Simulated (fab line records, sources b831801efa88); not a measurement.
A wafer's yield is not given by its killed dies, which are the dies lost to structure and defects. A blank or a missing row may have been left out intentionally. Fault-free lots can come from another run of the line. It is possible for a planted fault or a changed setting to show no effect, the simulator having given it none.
A struck lot beside a sound one    flow gf180mcu    34 steps out of a route of 602
Sound: these wafers, L192.2, L192.3, L192.5. Wafers L209.2, L209.4, L209.5 were the ones struck. The cause is given at the end.
At each step with rows: each side's tool, then ch and its chambers, then its first start. Under that, the readings that differ: sound wafers    struck wafers    difference of the means    sigmas: that difference in standard deviations of wafers without a fault.
alike: readings with means less than 2 such deviations apart, plus words and numbers identical on both sides. not compared: withheld readings, readings lacking a value on some wafer, bounds such as >300 that could conceal the same value, and numbers that have no deviation in the record and whose values overlap.
Wherever a step has rows on one side only, a row that says differs or no value, or a row with sigmas, the two part there. Non-overlapping numbers with no deviation appear without sigmas and do not part them. A reading that every wafer of one side lacks parts them only if that side has two wafers or more.

first, 9 steps without rows for these wafers: GF_V5_CMP_04 (polishes SiO2); GF_V5_DEHYDRATE_06 (time 60 s); GF_V5_HMDS_07 (prime time 60 s); GF_V5_COAT_08; GF_V5_COAT_09 (resist thk 1000 nm); GF_V5_SOFTBAKE_10 (time 60 s); GF_V5_EXPOSE_11 (exposes mask Via5, target cd 260 nm); GF_V5_PEB_12 (peb time 90 s); GF_V5_DEVELOP_13 (develop time 60 s).
GF_V5_ETCH_16: etches BARC in N2/H2.
  sound on rie_diel-03 ch 0,1, day 27 03:47; struck on rie_diel-03 ch 0,1,3, day 32 10:19
  alike: drypump_motor_current_A, n2_flow_sccm, oes_product_au, throttle_valve_pct
then, 23 steps without rows for these wafers: GF_V5_ETCH_17 (etches SiO2 in C4F8/O2/Ar, stops on TiN, target depth 855 nm); GF_V5_STRIP_18 (strips in O2/N2); GF_V5_STRIP_19 (strips in post etch residue remover, time 1200 s); GF_V5_CLEAN_20 (cleans in DIW); GF_V5_SPUTTER_21 (material Ti, target thk 15 nm, time 80.02 s); GF_V5_SPUTTER_22 (material TiN, target thk 10 nm, time 40 s); GF_V5_CVD_23 (deposits W, target thk 350 nm, time 104.9 s); GF_V5_CMP_26 (polishes, stops on SiO2, t overpolish 15 s, target thk 0 nm); GF_TOP_METAL_SPUTTER_00 (material Ti, target thk 37.5 nm, time 150 s); GF_TOP_METAL_SPUTTER_01 (material TiN, target thk 30 nm, time 25 s); GF_TOP_METAL_SPUTTER_02 (material AlCu, target thk 900 nm, time 46.82 s); GF_TOP_METAL_SPUTTER_03 (material Ti, target thk 5 nm, time 3.3 s); GF_TOP_METAL_SPUTTER_04 (material TiN, target thk 25 nm, time 20.8 s); GF_TOP_METAL_DEHYDRATE_07 (time 60 s); GF_TOP_METAL_HMDS_08 (prime time 60 s); GF_TOP_METAL_COAT_09 (resist thk 1500 nm); GF_TOP_METAL_SOFTBAKE_10 (time 60 s); GF_TOP_METAL_EXPOSE_11 (exposes mask MetalTop, target cd 440 nm); GF_TOP_METAL_PEB_12; GF_TOP_METAL_DEVELOP_13 (develop time 60 s); GF_TOP_METAL_METAL_ETCH_16 (etches the open film in Cl2/BCl3, stops on SiO2, target depth 1197 nm, time 199.5 s); GF_TOP_METAL_STRIP_17 (strips in O2/N2); GF_TOP_METAL_STRIP_18 (strips in post etch residue remover, time 1200 s).
GF_PASSIVATION_PROBE_99:
  the record has rows for the struck wafers here (prober-01, day 33 23:42) and none for the sound ones

WHERE THEY PART
At GF_PASSIVATION_PROBE_99 and nowhere else, as far as this record goes.

WHY: what the simulator had put in
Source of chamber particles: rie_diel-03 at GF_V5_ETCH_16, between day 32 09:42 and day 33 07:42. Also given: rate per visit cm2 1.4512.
